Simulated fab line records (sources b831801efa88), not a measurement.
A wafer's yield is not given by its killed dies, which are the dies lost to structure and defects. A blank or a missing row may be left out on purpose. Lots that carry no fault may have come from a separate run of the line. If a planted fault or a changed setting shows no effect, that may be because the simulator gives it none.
fab line records + flow sky130
[record]
- lots = 12
- wafers = 34
- last-day = 50
route steps=708 shown LDD_HVP@285 SD_P@331 LI_CONTACT@383
lots untouched by any fault: they come from a run of this same line in which no faults occurred
start-h: hours from the record's first day to the start of the lot's first wafer shown + wait-h: hours since the lot's step before + " as in the row above + L1.1+2: a row that stands for several wafers + - no value, or no start given + * or withheld: withheld + < > ~ a bound
route shown NAME@n: names a module that has steps shown in the file, with the first one's number in the route + usual: average and standard deviation across the fault-free wafers + same: alike in all rows + chamber/n: place in a boat + sites: each site's reading + _std_site: how widely they spread, as a standard deviation + _edge_site: inner sites' mean taken away from outer sites' mean + radius-mm: how far each site lies from the wafer's centre + mask NAME#n: copy n + behind: tool/chamber where the wafer was last shaped + hold: cause of the lot's hold/its duration in hours/its outcome + device: which transistor (n, p or np) failed to switch + end of line: the same wafers' tests at the end of the route + a step given without rows: its recipe and nothing more + killed: count of dies lost to structure and defects at first sort (not the wafer's yield) + map: the dies of a wafer, with x for killed, . for not killed, _ for no die there
set.NAME: the setting the step ran with; set.NAME@STEP: the setting that earlier step ran with + model.NAME: the simulator's own value behind a step, which no gauge read
one table for each step of the route and one row for each wafer, over a sample of lots
services: a tool's chamber out of use, with start hour (start-h, from the record's first day; less than 0 if before it), hours out, and reason
[[steps]]
[step SKY_LDD_HVP_OVL_MEAS_07]
[usual]
- LDD_HVP_OVL = 1.4/1.4
| lot.wafer | tool       | chamber | start-h | wait-h | LDD_HVP_OVL[nm] |
|-----------|------------|---------|---------|--------|-----------------|
| L339.1    | overlay-02 | -       | 492.14  | 0.1    | 4.3             |
| L339.2    | "          | -       | "       | "      | 3.8             |
| L339.3    | "          | -       | "       | "      | 5.0             |
| L342.2    | overlay-02 | -       | 525.28  | 0.1    | 1.0             |
| L342.4    | "          | -       | "       | "      | 0.7             |
| L342.6    | "          | -       | "       | "      | 1.2             |
| L345.1    | overlay-02 | -       | 562.05  | 0.1    | 0.3             |
| L345.3    | "          | -       | "       | "      | 1.1             |
| L345.6    | "          | -       | "       | "      | 2.1             |
| L344.3    | overlay-01 | -       | 562.33  | 0.1    | 0.4             |
| L344.6    | "          | -       | "       | "      | 2.3             |
| L346.1    | overlay-01 | -       | 563.44  | 0.1    | 0.3             |
| L346.4    | "          | -       | "       | "      | -0.5            |
| L346.5    | "          | -       | "       | "      | 0.7             |
| L348.3    | overlay-01 | -       | 574.75  | 0.1    | 2.6             |
| L348.6    | "          | -       | "       | "      | 3.0             |
| L350.3    | overlay-01 | -       | 592.56  | 0.1    | 2.1             |
| L350.4    | "          | -       | "       | "      | 3.4             |
| L350.6    | "          | -       | "       | "      | 0.4             |
| L358.3    | overlay-01 | -       | 655.70  | 0.1    | 2.1             |
| L358.4    | "          | -       | "       | "      | 0.4             |
| L358.6    | "          | -       | "       | "      | 1.8             |
| L359.3    | overlay-01 | -       | 662.18  | 0.1    | 1.7             |
| L359.4    | "          | -       | "       | "      | 1.3             |
| L359.6    | "          | -       | "       | "      | 2.2             |
| L360.1    | overlay-02 | -       | 666.15  | 0.1    | 1.8             |
| L360.5    | "          | -       | "       | "      | 1.2             |
| L360.6    | "          | -       | "       | "      | 0.7             |
| L361.1    | overlay-02 | -       | 672.90  | 0.1    | 1.4             |
| L361.2    | "          | -       | "       | "      | 3.7             |
| L361.5    | "          | -       | "       | "      | 1.9             |
| L362.1    | overlay-02 | -       | 680.55  | 0.1    | 3.1             |
| L362.4    | "          | -       | "       | "      | 2.4             |
| L362.5    | "          | -       | "       | "      | 2.3             |
[step SKY_LDD_HVP_STRIP_09]
[recipe]
- chemistry = O2/N2
- power-w = 1400
- pressure-mtorr = 1500
- platen-temp-c = withheld
- o2-flow-sccm = 3000
- n2-flow-sccm = 300
- overash-fraction = 0.5
[usual]
- drypump-motor-current-A = 5.35/0.28
- oes-product-au = 0.408/0.0046
- strip-time-to-endpoint-s = 4.130/0.015
| lot.wafer | tool            | chamber | start-h | wait-h | drypump-motor-current-A | oes-product-au | rf-hours-counter-h | strip-time-to-endpoint-s |
|-----------|-----------------|---------|---------|--------|-------------------------|----------------|--------------------|--------------------------|
| L339.1    | plasma-asher-03 | 0       | 492.33  | 0.1    | 5.45                    | 0.404          | 38                 | 4.120                    |
| L339.2    | "               | 1       | "       | "      | 4.98                    | 0.404          | 38                 | 4.116                    |
| L339.3    | "               | 1       | "       | "      | 4.97                    | 0.403          | -                  | 4.138                    |
| L342.2    | plasma-asher-02 | 1       | 525.46  | 0.1    | 5.11                    | 0.410          | 82                 | 4.099                    |
| L342.4    | "               | 1       | "       | "      | 5.14                    | 0.400          | -                  | 4.121                    |
| L342.6    | "               | 0       | "       | "      | 5.65                    | 0.409          | -                  | 4.137                    |
| L345.1    | plasma-asher-03 | 1       | 562.23  | 0.1    | 4.95                    | 0.406          | 46                 | 4.129                    |
| L345.3    | "               | 0       | "       | "      | 5.44                    | 0.408          | -                  | 4.137                    |
| L345.6    | "               | 1       | "       | "      | 4.97                    | 0.406          | -                  | 4.129                    |
| L344.3    | plasma-asher-02 | 1       | 562.54  | 0.1    | 5.15                    | 0.400          | -                  | 4.143                    |
| L344.6    | "               | 0       | "       | "      | 5.63                    | 0.410          | -                  | 4.115                    |
| L346.1    | plasma-asher-03 | 0       | 563.63  | 0.1    | 5.47                    | 0.408          | 46                 | 4.113                    |
| L346.4    | "               | 1       | "       | "      | 4.93                    | 0.402          | -                  | 4.110                    |
| L346.5    | "               | 0       | "       | "      | 5.45                    | 0.414          | -                  | 4.121                    |
| L348.3    | plasma-asher-02 | 0       | 574.96  | 0.1    | 5.61                    | 0.406          | -                  | 4.098                    |
| L348.6    | "               | 1       | "       | "      | 5.13                    | 0.405          | -                  | 4.117                    |
| L350.3    | plasma-asher-03 | 0       | 592.77  | 0.1    | 5.40                    | 0.400          | -                  | 4.116                    |
| L350.4    | "               | 1       | "       | "      | 4.94                    | 0.416          | -                  | 4.100                    |
| L350.6    | "               | 0       | "       | "      | 5.44                    | 0.410          | -                  | 4.105                    |
| L358.3    | plasma-asher-03 | 1       | 655.91  | 0.1    | 4.95                    | 0.410          | -                  | 4.143                    |
| L358.4    | "               | 0       | "       | "      | 5.46                    | 0.409          | -                  | 4.131                    |
| L358.6    | "               | 0       | "       | "      | 5.39                    | 0.405          | -                  | 4.144                    |
| L359.3    | plasma-asher-03 | 0       | 662.39  | 0.1    | 5.47                    | 0.401          | -                  | 4.139                    |
| L359.4    | "               | 1       | "       | "      | 4.95                    | 0.408          | -                  | 4.132                    |
| L359.6    | "               | 0       | "       | "      | 5.45                    | 0.409          | -                  | 4.165                    |
| L360.1    | plasma-asher-02 | 1       | 666.33  | 0.1    | 5.15                    | 0.401          | 97                 | 4.136                    |
| L360.5    | "               | 0       | "       | "      | 5.64                    | 0.403          | -                  | 4.102                    |
| L360.6    | "               | 1       | "       | "      | 5.12                    | 0.405          | -                  | 4.106                    |
| L361.1    | plasma-asher-02 | 0       | 673.08  | 0.1    | 5.65                    | 0.410          | 98                 | 4.117                    |
| L361.2    | "               | 1       | "       | "      | 5.15                    | 0.413          | 98                 | 4.104                    |
| L361.5    | "               | 0       | "       | "      | 5.65                    | 0.406          | -                  | 4.128                    |
| L362.1    | plasma-asher-02 | 1       | 680.73  | 0.1    | 5.16                    | 0.407          | 99                 | 4.126                    |
| L362.4    | "               | 1       | "       | "      | 5.16                    | 0.412          | -                  | 4.112                    |
| L362.5    | "               | 0       | "       | "      | 5.63                    | 0.405          | -                  | 4.130                    |
[step SKY_SD_P_TW_MEAS_11]
[usual]
- SD_P_TW = 2816/19
| lot.wafer | tool          | chamber | start-h | wait-h | SD_P_TW |
|-----------|---------------|---------|---------|--------|---------|
| L339.1    | film-metro-03 | -       | 585.83  | 0.1    | 2815    |
| L339.2    | "             | -       | "       | "      | 2807    |
| L339.3    | "             | -       | "       | "      | 2816    |
| L342.2    | film-metro-01 | -       | 616.66  | 0.1    | 2793    |
| L342.4    | "             | -       | "       | "      | 2796    |
| L342.6    | "             | -       | "       | "      | 2805    |
| L345.1    | film-metro-03 | -       | 651.84  | 0.1    | 2839    |
| L345.3    | "             | -       | "       | "      | 2826    |
| L345.6    | "             | -       | "       | "      | 2818    |
| L346.1    | film-metro-04 | -       | 652.65  | 0.1    | 2854    |
| L346.4    | "             | -       | "       | "      | 2853    |
| L346.5    | "             | -       | "       | "      | 2852    |
| L344.3    | film-metro-01 | -       | 653.27  | 0.1    | 2801    |
| L344.6    | "             | -       | "       | "      | 2812    |
| L348.3    | film-metro-04 | -       | 665.17  | 0.1    | 2837    |
| L348.6    | "             | -       | "       | "      | 2852    |
| L350.3    | film-metro-03 | -       | 681.52  | 0.1    | 2804    |
| L350.4    | "             | -       | "       | "      | 2796    |
| L350.6    | "             | -       | "       | "      | 2810    |
| L358.3    | film-metro-01 | -       | 741.37  | 0.1    | 2799    |
| L358.4    | "             | -       | "       | "      | 2799    |
| L358.6    | "             | -       | "       | "      | 2787    |
| L359.3    | film-metro-04 | -       | 746.21  | 0.1    | 2826    |
| L359.4    | "             | -       | "       | "      | 2833    |
| L359.6    | "             | -       | "       | "      | 2825    |
| L360.1    | film-metro-03 | -       | 750.79  | 0.1    | 2800    |
| L360.5    | "             | -       | "       | "      | 2785    |
| L360.6    | "             | -       | "       | "      | 2805    |
| L361.1    | film-metro-04 | -       | 758.95  | 0.1    | 2825    |
| L361.2    | "             | -       | "       | "      | 2831    |
| L361.5    | "             | -       | "       | "      | 2834    |
| L362.1    | film-metro-03 | -       | 765.30  | 0.1    | 2795    |
| L362.4    | "             | -       | "       | "      | 2814    |
| L362.5    | "             | -       | "       | "      | 2805    |
[step SKY_LI_CONTACT_CVD_21]
[recipe]
- material = W
- target-thk-nm = 400
- time-s = 120.56
- temp-c = 400
- pressure-torr = 40
[usual]
- heater-power-w = 840/66
| lot.wafer | tool     | chamber | start-h | wait-h | heater-power-w |
|-----------|----------|---------|---------|--------|----------------|
| L339.1    | cvd-w-01 | 0       | 674.65  | 0.0    | 842            |
| L339.2    | "        | 1       | "       | "      | 752            |
| L339.3    | "        | 0       | "       | "      | 849            |
| L342.2    | cvd-w-02 | 1       | 704.13  | 0.0    | 891            |
| L342.4    | "        | 1       | "       | "      | 876            |
| L342.6    | "        | 0       | "       | "      | 903            |
| L345.1    | cvd-w-01 | 1       | 738.59  | 0.0    | 735            |
| L345.3    | "        | 0       | "       | "      | 853            |
| L345.6    | "        | 0       | "       | "      | 872            |
| L346.1    | cvd-w-01 | 1       | 739.06  | 0.0    | 731            |
| L346.4    | "        | 1       | "       | "      | 730            |
| L346.5    | "        | 1       | "       | "      | 759            |
| L344.3    | cvd-w-01 | 0       | 739.85  | 0.1    | 860            |
| L344.6    | "        | 1       | "       | "      | 738            |
| L348.3    | cvd-w-01 | 0       | 748.70  | 0.1    | 868            |
| L348.6    | "        | 0       | "       | "      | 857            |
| L350.3    | cvd-w-01 | 1       | 766.48  | 0.1    | 744            |
| L350.4    | "        | 0       | "       | "      | 884            |
| L350.6    | "        | 0       | "       | "      | 863            |
| L358.3    | cvd-w-01 | 0       | 825.30  | 0.1    | 845            |
| L358.4    | "        | 1       | "       | "      | 742            |
| L358.6    | "        | 1       | "       | "      | 754            |
| L359.3    | cvd-w-02 | 1       | 828.25  | 0.1    | 884            |
| L359.4    | "        | 0       | "       | "      | 910            |
| L359.6    | "        | 0       | "       | "      | 911            |
| L360.1    | cvd-w-01 | 0       | 832.86  | 0.0    | 873            |
| L360.5    | "        | 0       | "       | "      | 873            |
| L360.6    | "        | 1       | "       | "      | 740            |
| L361.1    | cvd-w-01 | 1       | 840.61  | 0.0    | 741            |
| L361.2    | "        | 0       | "       | "      | 867            |
| L361.5    | "        | 0       | "       | "      | 867            |
| L362.1    | cvd-w-02 | 0       | 847.59  | 0.0    | 906            |
| L362.4    | "        | 0       | "       | "      | 884            |
| L362.5    | "        | 0       | "       | "      | 883            |
[step SKY_LI_CONTACT_RS_MEAS_22]
[recipe]
- thk-meas-gauge = four-point-probe
- reads = W_of_LI_CONTACT_CVD_21+TiN_of_LI_CONTACT_SPUTTER_20+Ti_of_LI_CONTACT_SPUTTER_19
[usual]
- LI_CONTACT_W_RS = 0.2871/0.0026
| lot.wafer | tool          | chamber | start-h | wait-h | LI_CONTACT_W_RS[ohm/sq] |
|-----------|---------------|---------|---------|--------|-------------------------|
| L339.1    | film-metro-03 | -       | 674.78  | 0.1    | 0.2909                  |
| L339.2    | "             | -       | "       | "      | 0.2910                  |
| L339.3    | "             | -       | "       | "      | 0.2887                  |
| L342.2    | film-metro-03 | -       | 704.27  | 0.1    | 0.2906                  |
| L342.4    | "             | -       | "       | "      | 0.2851                  |
| L342.6    | "             | -       | "       | "      | 0.2859                  |
| L345.1    | film-metro-04 | -       | 738.71  | 0.1    | 0.2894                  |
| L345.3    | "             | -       | "       | "      | 0.2865                  |
| L345.6    | "             | -       | "       | "      | 0.2866                  |
| L346.1    | film-metro-03 | -       | 739.19  | 0.1    | 0.2868                  |
| L346.4    | "             | -       | "       | "      | 0.2862                  |
| L346.5    | "             | -       | "       | "      | 0.2856                  |
| L344.3    | film-metro-01 | -       | 739.97  | 0.1    | 0.2715                  |
| L344.6    | "             | -       | "       | "      | 0.2874                  |
| L348.3    | film-metro-04 | -       | 748.82  | 0.1    | 0.2695                  |
| L348.6    | "             | -       | "       | "      | 0.2850                  |
| L350.3    | film-metro-04 | -       | 766.60  | 0.1    | 0.2796                  |
| L350.4    | "             | -       | "       | "      | 0.2718                  |
| L350.6    | "             | -       | "       | "      | 0.2866                  |
| L358.3    | film-metro-03 | -       | 825.42  | 0.1    | 0.2874                  |
| L358.4    | "             | -       | "       | "      | 0.2879                  |
| L358.6    | "             | -       | "       | "      | 0.2859                  |
| L359.3    | film-metro-03 | -       | 828.37  | 0.1    | 0.2891                  |
| L359.4    | "             | -       | "       | "      | 0.2873                  |
| L359.6    | "             | -       | "       | "      | 0.2892                  |
| L360.1    | film-metro-03 | -       | 832.99  | 0.1    | 0.2868                  |
| L360.5    | "             | -       | "       | "      | 0.2872                  |
| L360.6    | "             | -       | "       | "      | 0.2895                  |
| L361.1    | film-metro-03 | -       | 840.74  | 0.1    | 0.2885                  |
| L361.2    | "             | -       | "       | "      | 0.2862                  |
| L361.5    | "             | -       | "       | "      | 0.2842                  |
| L362.1    | film-metro-04 | -       | 847.71  | 0.1    | 0.2855                  |
| L362.4    | "             | -       | "       | "      | 0.2847                  |
| L362.5    | "             | -       | "       | "      | 0.2846                  |
[step SKY_LI_CONTACT_THK_MEAS_23]
[recipe]
- thk-meas-gauge = xrf
- reads = W_of_LI_CONTACT_CVD_21
[usual]
- LI_CONTACT_W_THK = 403/6.2
| lot.wafer | tool          | chamber | start-h | wait-h | LI_CONTACT_W_THK[nm] |
|-----------|---------------|---------|---------|--------|----------------------|
| L339.1    | film-metro-03 | -       | 674.90  | 0.1    | 397                  |
| L339.2    | "             | -       | "       | "      | 397                  |
| L339.3    | "             | -       | "       | "      | 397                  |
| L342.2    | film-metro-03 | -       | 704.38  | 0.1    | 399                  |
| L342.4    | "             | -       | "       | "      | 409                  |
| L342.6    | "             | -       | "       | "      | 408                  |
| L345.1    | film-metro-04 | -       | 738.83  | 0.1    | 409                  |
| L345.3    | "             | -       | "       | "      | 411                  |
| L345.6    | "             | -       | "       | "      | 412                  |
| L346.1    | film-metro-03 | -       | 739.31  | 0.1    | 407                  |
| L346.4    | "             | -       | "       | "      | 408                  |
| L346.5    | "             | -       | "       | "      | 409                  |
| L344.3    | film-metro-01 | -       | 740.07  | 0.1    | 418                  |
| L344.6    | "             | -       | "       | "      | 394                  |
| L348.3    | film-metro-04 | -       | 748.92  | 0.1    | 439                  |
| L348.6    | "             | -       | "       | "      | 411                  |
| L350.3    | film-metro-04 | -       | 766.70  | 0.1    | 421                  |
| L350.4    | "             | -       | "       | "      | 434                  |
| L350.6    | "             | -       | "       | "      | 413                  |
| L358.3    | film-metro-03 | -       | 825.52  | 0.1    | 403                  |
| L358.4    | "             | -       | "       | "      | 400                  |
| L358.6    | "             | -       | "       | "      | 406                  |
| L359.3    | film-metro-03 | -       | 828.47  | 0.1    | 404                  |
| L359.4    | "             | -       | "       | "      | 401                  |
| L359.6    | "             | -       | "       | "      | 402                  |
| L360.1    | film-metro-03 | -       | 833.11  | 0.1    | 406                  |
| L360.5    | "             | -       | "       | "      | 401                  |
| L360.6    | "             | -       | "       | "      | 400                  |
| L361.1    | film-metro-03 | -       | 840.86  | 0.1    | 407                  |
| L361.2    | "             | -       | "       | "      | 407                  |
| L361.5    | "             | -       | "       | "      | 410                  |
| L362.1    | film-metro-04 | -       | 847.83  | 0.1    | 412                  |
| L362.4    | "             | -       | "       | "      | 408                  |
| L362.5    | "             | -       | "       | "      | 411                  |
[[services]]
| tool            | chamber | start-h | hours | kind       |
|-----------------|---------|---------|-------|------------|
| cvd-w-02        | 1       | 477.29  | 8.0   | repair     |
| cvd-w-01        | -       | 498.83  | 1.0   | repair     |
| cvd-w-01        | -       | 539.56  | 1.5   | repair     |
| cvd-w-01        | 1       | 547.74  | 3.0   | repair     |
| cvd-w-01        | -       | 605.86  | 1.1   | repair     |
| cvd-w-02        | -       | 627.97  | 1.9   | repair     |
| cvd-w-01        | 1       | 652.41  | 1.9   | repair     |
| plasma-asher-02 | -       | 668.92  | 2.1   | repair     |
| cvd-w-01        | -       | 683.55  | 14.6  | pm         |
| cvd-w-01        | -       | 700.39  | 6.9   | pm         |
| cvd-w-01        | 1       | 707.48  | 3.2   | repair     |
| cvd-w-01        | 0       | 728.48  | 1.9   | repair     |
| cvd-w-02        | 1       | 731.05  | 10.9  | repair     |
| plasma-asher-02 | -       | 733.75  | 9.0   | pm         |
| plasma-asher-02 | 0       | 733.75  | 9.0   | vent-cycle |
| plasma-asher-02 | 1       | 733.75  | 9.0   | vent-cycle |
| plasma-asher-02 | 0       | 742.75  | -     | clean      |
| plasma-asher-02 | 1       | 742.75  | -     | clean      |
| cvd-w-02        | -       | 755.01  | 0.9   | repair     |
| plasma-asher-03 | -       | 756.18  | 14.6  | pm         |
| cvd-w-01        | -       | 774.71  | 8.2   | repair     |
| cvd-w-01        | 1       | 811.77  | 9.8   | repair     |
[[key]]
[first-sign]
- step = SKY_LI_CONTACT_RS_MEAS_22
- reading = LI_CONTACT_W_RS
- direction = down
- sigmas = 5.3
- usual = 0.2871
- struck = 0.2731
[effect]
- step = SKY_LI_CONTACT_THK_MEAS_23
- reading = LI_CONTACT_W_THK
- direction = up
- sigmas = 4
- usual = 403
- struck = 428
met-at SKY_LI_CONTACT_CVD_21
struck-lots L344,L348,L350
struck-wafers L344.3,L348.3,L350.3,L350.4
tester-left-out L344,L348,L350
not-acting-at SKY_LDD_HVP_OVL_MEAS_07,SKY_LDD_HVP_STRIP_09,SKY_SD_P_TW_MEAS_11
onset-between 739.06 739.85
[fault]
- kind = process-parameter-drift
- tool = cvd-w-01
- chamber = -
- onset-h = 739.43
- steps = SKY_LI_CONTACT_CVD_21
- channel = target-thk-nm
- offset = 18.771
- shape = step
- end-h = 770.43
- scope = struck-wafers-only
- acts-in = these-recipes-only
- stated = 400
// tester-left-out: of these lots the tester's yield and bins aren't shown, on N5 and GAA mostly nor the transistor test; their killed dies are dies lost to structure and defects alone, not to doping, threshold or leakage, so they don't give the yield
